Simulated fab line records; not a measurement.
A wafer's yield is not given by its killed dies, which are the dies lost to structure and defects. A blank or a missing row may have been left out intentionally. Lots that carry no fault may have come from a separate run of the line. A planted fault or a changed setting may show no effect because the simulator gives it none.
A sampling plan put to the test	flow sky130	55 faults told of in these records, all on one fab line, each judged by the records of the lots it struck
What counts as the plan is the set of the line's own looks, namely the steps on the route at which a gauge or an inspection reads a wafer and does not change it. Where struck wafers have a number at a look and the file lists that look's usual mean and standard deviation on fault-free wafers, the look can be judged. Caught: 4 or more of those standard deviations (sigma) separate the usual mean from the mean of the struck wafers at a look after the fault's first step. On the tool: the test repeated on the tool's own readings taken at the fault's steps. It also counts as caught if the struck wafers ran another recipe or if their record alone is blank.

== THE FAULTS, as the simulator had put them in ==
1. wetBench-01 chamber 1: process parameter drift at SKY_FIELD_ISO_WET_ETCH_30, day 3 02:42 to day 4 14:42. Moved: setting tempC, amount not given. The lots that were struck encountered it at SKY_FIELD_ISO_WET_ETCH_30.
2. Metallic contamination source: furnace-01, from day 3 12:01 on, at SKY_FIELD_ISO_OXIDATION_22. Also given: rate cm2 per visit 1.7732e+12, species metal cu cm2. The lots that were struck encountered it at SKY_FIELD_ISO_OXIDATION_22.
3. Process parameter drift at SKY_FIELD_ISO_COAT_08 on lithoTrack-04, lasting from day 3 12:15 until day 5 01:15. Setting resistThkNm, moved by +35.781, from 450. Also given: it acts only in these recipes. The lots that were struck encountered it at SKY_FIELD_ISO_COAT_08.
4. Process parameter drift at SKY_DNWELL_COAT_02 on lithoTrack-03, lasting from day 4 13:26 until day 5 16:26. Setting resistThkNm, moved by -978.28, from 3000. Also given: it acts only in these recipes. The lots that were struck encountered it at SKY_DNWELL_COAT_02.
5. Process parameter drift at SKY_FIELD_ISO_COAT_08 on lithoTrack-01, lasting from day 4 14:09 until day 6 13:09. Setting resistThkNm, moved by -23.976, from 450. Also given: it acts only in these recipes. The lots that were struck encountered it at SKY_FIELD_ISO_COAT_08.
6. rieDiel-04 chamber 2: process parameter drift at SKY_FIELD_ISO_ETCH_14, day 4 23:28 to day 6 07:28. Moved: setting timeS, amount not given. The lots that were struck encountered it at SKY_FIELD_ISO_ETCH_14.
7. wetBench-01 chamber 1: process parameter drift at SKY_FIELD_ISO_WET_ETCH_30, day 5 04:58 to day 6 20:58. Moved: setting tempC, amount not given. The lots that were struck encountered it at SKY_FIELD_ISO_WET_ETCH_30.
8. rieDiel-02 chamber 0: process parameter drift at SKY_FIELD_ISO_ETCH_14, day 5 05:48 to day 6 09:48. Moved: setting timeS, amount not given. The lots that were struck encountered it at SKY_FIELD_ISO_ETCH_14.
9. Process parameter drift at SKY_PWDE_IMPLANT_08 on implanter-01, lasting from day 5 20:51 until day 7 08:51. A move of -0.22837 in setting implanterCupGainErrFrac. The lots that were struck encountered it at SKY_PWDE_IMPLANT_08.
10. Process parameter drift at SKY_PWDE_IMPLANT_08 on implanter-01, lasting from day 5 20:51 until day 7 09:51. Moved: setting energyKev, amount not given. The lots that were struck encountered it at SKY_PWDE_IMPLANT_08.
11. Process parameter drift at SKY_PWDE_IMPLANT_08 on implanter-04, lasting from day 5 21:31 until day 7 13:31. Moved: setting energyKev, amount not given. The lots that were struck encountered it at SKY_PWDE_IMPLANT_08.
12. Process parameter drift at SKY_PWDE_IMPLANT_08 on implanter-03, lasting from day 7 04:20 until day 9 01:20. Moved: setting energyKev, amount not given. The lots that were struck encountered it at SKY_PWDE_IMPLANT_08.
13. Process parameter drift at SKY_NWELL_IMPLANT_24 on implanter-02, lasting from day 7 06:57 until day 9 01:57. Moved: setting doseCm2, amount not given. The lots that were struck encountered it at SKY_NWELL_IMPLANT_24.
14. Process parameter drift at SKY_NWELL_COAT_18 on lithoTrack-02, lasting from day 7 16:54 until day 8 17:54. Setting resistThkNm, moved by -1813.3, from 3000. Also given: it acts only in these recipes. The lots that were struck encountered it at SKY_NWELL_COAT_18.
15. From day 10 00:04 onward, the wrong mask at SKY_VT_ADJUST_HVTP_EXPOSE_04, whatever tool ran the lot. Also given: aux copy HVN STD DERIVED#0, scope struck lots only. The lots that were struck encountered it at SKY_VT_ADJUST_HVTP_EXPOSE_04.
16. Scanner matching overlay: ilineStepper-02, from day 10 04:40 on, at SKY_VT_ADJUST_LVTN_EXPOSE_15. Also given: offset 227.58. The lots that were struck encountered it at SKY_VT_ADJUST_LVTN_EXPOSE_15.
17. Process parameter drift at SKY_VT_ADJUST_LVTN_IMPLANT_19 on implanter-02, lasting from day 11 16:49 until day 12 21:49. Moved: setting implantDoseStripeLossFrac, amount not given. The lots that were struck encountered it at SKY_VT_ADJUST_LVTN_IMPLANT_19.
18. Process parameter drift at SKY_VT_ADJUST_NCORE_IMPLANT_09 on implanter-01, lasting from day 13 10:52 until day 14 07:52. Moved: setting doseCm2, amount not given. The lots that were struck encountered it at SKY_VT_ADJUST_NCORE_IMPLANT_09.
19. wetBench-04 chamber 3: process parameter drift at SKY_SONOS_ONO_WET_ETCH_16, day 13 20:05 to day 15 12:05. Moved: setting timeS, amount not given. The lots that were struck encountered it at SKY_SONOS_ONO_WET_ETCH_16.
20. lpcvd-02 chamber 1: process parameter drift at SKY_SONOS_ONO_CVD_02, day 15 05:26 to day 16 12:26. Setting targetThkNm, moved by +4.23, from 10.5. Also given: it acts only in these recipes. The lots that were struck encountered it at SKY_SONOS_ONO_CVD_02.
21. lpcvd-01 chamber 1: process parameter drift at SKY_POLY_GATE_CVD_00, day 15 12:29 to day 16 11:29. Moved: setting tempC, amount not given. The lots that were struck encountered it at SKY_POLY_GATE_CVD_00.
22. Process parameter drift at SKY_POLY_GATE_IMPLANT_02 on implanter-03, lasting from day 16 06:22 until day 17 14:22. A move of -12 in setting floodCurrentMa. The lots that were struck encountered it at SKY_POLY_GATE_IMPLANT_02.
23. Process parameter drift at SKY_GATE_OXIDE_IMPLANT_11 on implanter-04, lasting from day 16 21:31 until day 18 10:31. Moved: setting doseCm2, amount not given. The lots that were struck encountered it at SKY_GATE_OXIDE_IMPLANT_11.
24. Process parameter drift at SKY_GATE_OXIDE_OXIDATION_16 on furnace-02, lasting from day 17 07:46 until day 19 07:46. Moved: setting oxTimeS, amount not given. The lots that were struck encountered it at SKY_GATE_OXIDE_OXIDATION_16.
25. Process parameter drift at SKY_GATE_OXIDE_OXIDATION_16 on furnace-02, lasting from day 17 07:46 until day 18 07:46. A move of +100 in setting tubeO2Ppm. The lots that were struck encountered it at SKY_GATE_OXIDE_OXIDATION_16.
26. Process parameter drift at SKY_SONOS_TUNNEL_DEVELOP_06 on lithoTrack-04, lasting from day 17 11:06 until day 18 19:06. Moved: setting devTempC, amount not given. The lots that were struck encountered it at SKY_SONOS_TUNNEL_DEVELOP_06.
27. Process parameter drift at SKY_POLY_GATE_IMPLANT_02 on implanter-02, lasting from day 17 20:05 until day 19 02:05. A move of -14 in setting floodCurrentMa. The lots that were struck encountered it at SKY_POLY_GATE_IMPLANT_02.
28. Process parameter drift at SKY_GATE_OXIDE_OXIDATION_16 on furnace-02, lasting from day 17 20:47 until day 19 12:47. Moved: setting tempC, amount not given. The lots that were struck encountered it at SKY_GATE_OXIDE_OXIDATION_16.
29. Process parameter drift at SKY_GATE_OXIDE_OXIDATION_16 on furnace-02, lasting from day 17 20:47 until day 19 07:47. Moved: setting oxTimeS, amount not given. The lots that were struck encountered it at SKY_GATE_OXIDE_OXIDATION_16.
30. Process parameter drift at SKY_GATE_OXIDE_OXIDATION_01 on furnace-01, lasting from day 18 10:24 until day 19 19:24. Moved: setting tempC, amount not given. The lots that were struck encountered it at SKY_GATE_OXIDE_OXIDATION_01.
31. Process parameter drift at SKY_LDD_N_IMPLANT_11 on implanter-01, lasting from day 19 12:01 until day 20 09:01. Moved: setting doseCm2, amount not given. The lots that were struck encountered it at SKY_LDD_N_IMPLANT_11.
32. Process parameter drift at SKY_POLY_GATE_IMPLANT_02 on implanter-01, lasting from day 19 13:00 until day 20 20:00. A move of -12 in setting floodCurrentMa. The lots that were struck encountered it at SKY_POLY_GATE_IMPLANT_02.
33. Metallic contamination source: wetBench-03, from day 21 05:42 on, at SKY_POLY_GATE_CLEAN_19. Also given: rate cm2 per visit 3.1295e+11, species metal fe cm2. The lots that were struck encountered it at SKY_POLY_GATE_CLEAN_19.
34. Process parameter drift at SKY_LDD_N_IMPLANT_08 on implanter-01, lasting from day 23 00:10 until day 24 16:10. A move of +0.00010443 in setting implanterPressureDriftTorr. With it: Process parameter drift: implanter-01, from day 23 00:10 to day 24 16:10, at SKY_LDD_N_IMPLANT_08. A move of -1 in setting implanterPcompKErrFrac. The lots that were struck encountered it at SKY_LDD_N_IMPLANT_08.
35. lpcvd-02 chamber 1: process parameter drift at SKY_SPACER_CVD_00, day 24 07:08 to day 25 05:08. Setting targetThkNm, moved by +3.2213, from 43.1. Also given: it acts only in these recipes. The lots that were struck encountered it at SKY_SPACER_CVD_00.
36. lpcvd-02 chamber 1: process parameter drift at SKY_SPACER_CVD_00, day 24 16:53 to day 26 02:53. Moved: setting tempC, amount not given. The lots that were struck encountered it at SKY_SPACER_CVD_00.
37. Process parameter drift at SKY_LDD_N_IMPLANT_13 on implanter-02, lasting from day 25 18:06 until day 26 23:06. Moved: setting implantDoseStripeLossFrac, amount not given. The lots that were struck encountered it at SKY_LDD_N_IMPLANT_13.
38. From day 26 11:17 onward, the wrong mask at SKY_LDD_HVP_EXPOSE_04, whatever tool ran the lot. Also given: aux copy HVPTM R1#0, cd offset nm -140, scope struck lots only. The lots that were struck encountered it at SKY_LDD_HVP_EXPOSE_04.
39. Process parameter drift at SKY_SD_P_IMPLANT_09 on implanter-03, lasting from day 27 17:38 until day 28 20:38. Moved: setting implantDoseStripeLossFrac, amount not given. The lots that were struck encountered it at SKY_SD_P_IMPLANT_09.
40. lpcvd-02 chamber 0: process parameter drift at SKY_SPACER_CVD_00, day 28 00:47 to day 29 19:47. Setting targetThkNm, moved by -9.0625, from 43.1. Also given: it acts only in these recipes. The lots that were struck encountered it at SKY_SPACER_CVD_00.
41. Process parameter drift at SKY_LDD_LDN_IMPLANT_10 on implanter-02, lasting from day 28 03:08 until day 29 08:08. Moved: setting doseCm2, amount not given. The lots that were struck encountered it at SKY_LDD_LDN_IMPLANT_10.
42. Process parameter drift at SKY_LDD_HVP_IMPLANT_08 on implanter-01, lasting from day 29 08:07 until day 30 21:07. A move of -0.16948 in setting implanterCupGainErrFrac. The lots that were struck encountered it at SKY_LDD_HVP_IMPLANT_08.
43. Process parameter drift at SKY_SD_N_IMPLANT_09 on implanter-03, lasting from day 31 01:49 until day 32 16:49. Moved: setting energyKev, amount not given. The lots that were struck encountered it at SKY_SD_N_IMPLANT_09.
44. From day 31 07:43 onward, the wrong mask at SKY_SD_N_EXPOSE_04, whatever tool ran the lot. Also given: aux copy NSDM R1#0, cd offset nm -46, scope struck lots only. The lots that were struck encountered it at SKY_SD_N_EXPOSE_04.
45. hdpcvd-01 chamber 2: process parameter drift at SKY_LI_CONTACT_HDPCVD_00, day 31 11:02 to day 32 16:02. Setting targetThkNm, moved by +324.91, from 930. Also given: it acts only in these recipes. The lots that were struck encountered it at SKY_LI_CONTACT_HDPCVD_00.
46. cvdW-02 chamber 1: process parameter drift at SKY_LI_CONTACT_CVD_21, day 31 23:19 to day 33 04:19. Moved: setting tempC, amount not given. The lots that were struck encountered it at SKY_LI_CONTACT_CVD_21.
47. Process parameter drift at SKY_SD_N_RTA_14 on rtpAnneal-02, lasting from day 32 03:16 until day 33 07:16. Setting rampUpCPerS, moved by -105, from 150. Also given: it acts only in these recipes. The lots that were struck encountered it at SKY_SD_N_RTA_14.
48. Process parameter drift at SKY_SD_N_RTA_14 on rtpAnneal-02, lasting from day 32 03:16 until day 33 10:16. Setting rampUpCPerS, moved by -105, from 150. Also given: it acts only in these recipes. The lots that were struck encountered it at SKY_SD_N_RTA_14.
49. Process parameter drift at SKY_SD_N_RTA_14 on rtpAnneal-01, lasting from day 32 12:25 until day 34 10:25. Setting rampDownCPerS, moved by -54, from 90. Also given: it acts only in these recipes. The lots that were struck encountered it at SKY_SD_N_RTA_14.
50. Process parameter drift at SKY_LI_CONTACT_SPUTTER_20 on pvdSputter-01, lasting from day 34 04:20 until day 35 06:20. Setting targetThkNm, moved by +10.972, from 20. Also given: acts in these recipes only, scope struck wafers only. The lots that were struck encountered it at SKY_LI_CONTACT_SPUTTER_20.
51. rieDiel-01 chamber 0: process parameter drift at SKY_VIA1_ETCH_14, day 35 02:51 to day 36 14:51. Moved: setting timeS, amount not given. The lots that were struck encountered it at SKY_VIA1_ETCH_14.
52. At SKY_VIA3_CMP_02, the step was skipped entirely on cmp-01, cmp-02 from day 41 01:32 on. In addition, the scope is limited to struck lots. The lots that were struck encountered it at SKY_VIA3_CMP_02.
53. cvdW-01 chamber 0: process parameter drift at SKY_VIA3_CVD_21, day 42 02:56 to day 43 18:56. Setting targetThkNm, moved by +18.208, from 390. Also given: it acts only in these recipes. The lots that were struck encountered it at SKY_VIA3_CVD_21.
54. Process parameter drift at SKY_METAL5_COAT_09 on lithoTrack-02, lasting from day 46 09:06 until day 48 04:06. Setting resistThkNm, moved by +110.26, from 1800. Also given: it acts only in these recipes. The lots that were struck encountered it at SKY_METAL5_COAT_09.
55. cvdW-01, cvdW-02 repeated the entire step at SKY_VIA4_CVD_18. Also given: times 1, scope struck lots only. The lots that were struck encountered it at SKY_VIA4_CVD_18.

== WHAT THE PLAN SAW ==
fault	on the tool itself	first look that catches it	reading, sigma	median hours from its first step to that look	hours from the fault's start to the first struck lot there	judged looks passed uncaught
1	tempC -92 sigma	none of the 4 looks that can be judged after it	-	-	-	4
2	under 2 sigma	none of the 5 looks that can be judged after it	-	-	-	5
3	under 2 sigma	not the one look that can be judged after it	-	-	-	1
4	under 2 sigma	not the one look that can be judged after it	-	-	-	1
5	under 2 sigma	none of the 2 looks that can be judged after it	-	-	-	2
6	runLengthS +86 sigma	not the one look that can be judged after it	-	-	-	1
7	tempC +99 or beyond sigma	none of the 4 looks that can be judged after it	-	-	-	4
8	runLengthS -64 sigma	no look after it can be judged	-	-	-	0
9	beamOnS +13 sigma	SKY_PWDE_TW_MEAS_10	PWDE_TW +11	0.3	2	0
10	beamEnergyKeV -99 or beyond sigma	no look after it can be judged	-	-	-	0
11	beamEnergyKeV -99 or beyond sigma	SKY_NWELL_RS_MEAS_31	PWDE_RS +4.2	40.9	48	0
12	beamEnergyKeV -99 or beyond sigma	no look after it can be judged	-	-	-	0
13	doseIonsCm2 +99 or beyond sigma	SKY_NWELL_TW_MEAS_26	NWELL_2_TW +6.3	0.2	3	0
14	under 2 sigma	not the one look that can be judged after it	-	-	-	1
15	no reading that can be judged	SKY_VT_ADJUST_HVTP_TW_MEAS_11	VT_ADJUST_HVTP_TW -99 or beyond	10.6	13	0
16	under 2 sigma	SKY_VT_ADJUST_LVTN_OVL_MEAS_18	VT_ADJUST_LVTN_01_OVL +99 or beyond	11.6	23	0
17	under 2 sigma	SKY_VT_ADJUST_LVTN_TW_MEAS_21	VT_ADJUST_LVTN_2_TW -7.5	0.2	4	0
18	doseIonsCm2 -91 sigma	SKY_VT_ADJUST_NCORE_TW_MEAS_11	VT_ADJUST_NCORE_TW -5.1	0.2	3	0
19	runLengthS +74 sigma	none of the 4 looks that can be judged after it	-	-	-	4
20	under 2 sigma	SKY_SONOS_ONO_THK_MEAS_03	SONOS_ONO_CVD_02_THK +25	1.1	20	0
21	susceptorTempC -20 sigma	SKY_POLY_GATE_THK_MEAS_01	POLY_GATE_CVD_00_THK -14	1.2	6	0
22	no reading that can be judged	none of the 6 looks that can be judged after it	-	-	-	6
23	doseIonsCm2 -99 or beyond sigma	SKY_GATE_OXIDE_TW_MEAS_14	GATE_OXIDE_TW -6.8	0.3	2	0
24	under 2 sigma	no look after it can be judged	-	-	-	0
25	under 2 sigma	no look after it can be judged	-	-	-	0
26	developerTempC -19 sigma	not the one look that can be judged after it	strongest: cdNm at SKY_SONOS_TUNNEL_CD_MEAS_07, +2.4	-	-	1
27	under 2 sigma	none of the 6 looks that can be judged after it	-	-	-	6
28	spikeTcCentreC -15 sigma	no look after it can be judged	-	-	-	0
29	under 2 sigma	no look after it can be judged	-	-	-	0
30	tubeCenterTempC -99 or beyond sigma	SKY_GATE_OXIDE_THK_MEAS_02	GATE_OXIDE_OXIDATION_00_THK -7.5	1.4	8	0
31	doseIonsCm2 +99 or beyond sigma	no look after it can be judged	-	-	-	0
32	no reading that can be judged	none of the 6 looks that can be judged after it	-	-	-	6
33	no reading that can be judged	none of the 5 looks that can be judged after it	-	-	-	5
34	endStationPressureTorr +99 or beyond sigma	none of the 2 looks that can be judged after it	-	-	-	2
35	under 2 sigma	SKY_SPACER_THK_MEAS_01	SPACER_CVD_00_THK +8.2	1.2	6	0
36	susceptorTempC +27 sigma	SKY_SPACER_THK_MEAS_01	SPACER_CVD_00_THK +22	1.2	6	0
37	no reading that can be judged	none of the 6 looks that can be judged after it	-	-	-	6
38	under 2 sigma	no look after it can be judged	-	-	-	0
39	under 2 sigma	none of the 6 looks that can be judged after it	-	-	-	6
40	under 2 sigma	SKY_SPACER_THK_MEAS_01	SPACER_CVD_00_THK -23	1.2	4	0
41	doseIonsCm2 -99 or beyond sigma	not the one look that can be judged after it	strongest: LDD_LDN_TW at SKY_LDD_LDN_TW_MEAS_13, -2.6	-	-	1
42	beamOnS +9.2 sigma	SKY_LDD_HVP_TW_MEAS_10	LDD_HVP_TW +5.6	0.2	1	0
43	beamEnergyKeV +99 or beyond sigma	SKY_SD_N_RS_MEAS_16	SD_N_RS -17	0.7	3	0
44	no reading that can be judged	SKY_SD_N_CD_MEAS_07	cdNm -20	12.8	19	0
45	no reading that can be judged	SKY_LI_CONTACT_THK_MEAS_01	LI_CONTACT_HDPCVD_THK +31	0.1	6	0
46	susceptorTempC -20 sigma	SKY_LI_CONTACT_RS_MEAS_22	LI_CONTACT_W_RS +8.5	0.1	6	0
47	rampUpCPerS -99 or beyond sigma	no look after it can be judged	-	-	-	0
48	rampUpCPerS -99 or beyond sigma	no look after it can be judged	-	-	-	0
49	rampDownCPerS -99 or beyond sigma	no look after it can be judged	-	-	-	0
50	under 2 sigma	no look after it can be judged	-	-	-	0
51	runLengthS -45 sigma	no look after it can be judged	-	-	-	0
52	the tool's record is blank for the struck wafers	SKY_VIA3_BOW_MEAS_03	VIA3_BOW +6.4	0.3	5	0
53	under 2 sigma	SKY_VIA3_RS_MEAS_22	VIA3_W_RS -4.3	0.1	5	0
54	no reading that can be judged	not the one look that can be judged after it	-	-	-	1
55	under 2 sigma	SKY_VIA4_RS_MEAS_19	VIA4_W_RS -37	0.5	-	0
A dash: the fault is not caught, or the number is missing from these records.

Caught at a look: 22 of 55. Caught on the tool: 28 of 55. By one or the other: 38 of 55.
Caught on the tool alone: faults 1, 6, 7, 8, 10, 12, 19, 26, 28, 31, 34, 41, 47, 48, 49, 51.
Caught at a look alone: faults 15, 16, 17, 20, 35, 40, 44, 45, 53, 55.
Caught by neither: faults 2, 3, 4, 5, 14, 22, 24, 25, 27, 29, 32, 33, 37, 38, 39, 50, 54.

== THINNER SAMPLING ==
If the look that catches a fault measured only every second or every third lot, by lot number, the first struck lot would be measured this late in the worst case:
fault	struck lots at that look, in order of time	every lot	every second lot	every third lot
9	L361, L363	2 h	may miss all 2	may miss all 2
11	L916, L921	48 h	81 h	may miss all 2
13	L795, L796, L800	3 h	6 h	35 h
15	L190	13 h	may miss it	may miss it
16	L385, L386, L387	23 h	32 h	40 h
17	L277, L279	4 h	may miss all 2	may miss all 2
18	L369, L371	3 h	may miss all 2	may miss all 2
20	L121	20 h	may miss it	may miss it
21	L440, L441, L442	6 h	13 h	23 h
23	L398, L400	2 h	may miss all 2	may miss all 2
30	L453, L456	8 h	27 h	may miss all 2
35	L236, L237	6 h	16 h	may miss all 2
36	L411, L413	6 h	may miss all 2	may miss all 2
40	L662, L663, L664	4 h	11 h	14 h
42	L890, L891	1 h	1 h	may miss all 2
43	L897, L899	3 h	may miss all 2	may miss all 2
44	L947	19 h	may miss it	may miss it
45	L179, L180	6 h	17 h	may miss all 2
46	L641, L643	6 h	may miss all 2	may miss all 2
52	L431, L432, L433	5 h	10 h	18 h
53	L960, L962	5 h	may miss all 2	may miss all 2
The hour figures run from when the fault began to the first measured lot among those it struck. The limit of 4 sigma was tested on all struck wafers together, so one lot alone may lie under it. Other struck lots may not be in these records.

== THE LONGEST TIMED WAY FROM STEP TO LOOK ==
For fault 11, SKY_PWDE_IMPLANT_08 and SKY_NWELL_RS_MEAS_31 are separated by a median of 40.9 hours. No look between them can be judged.
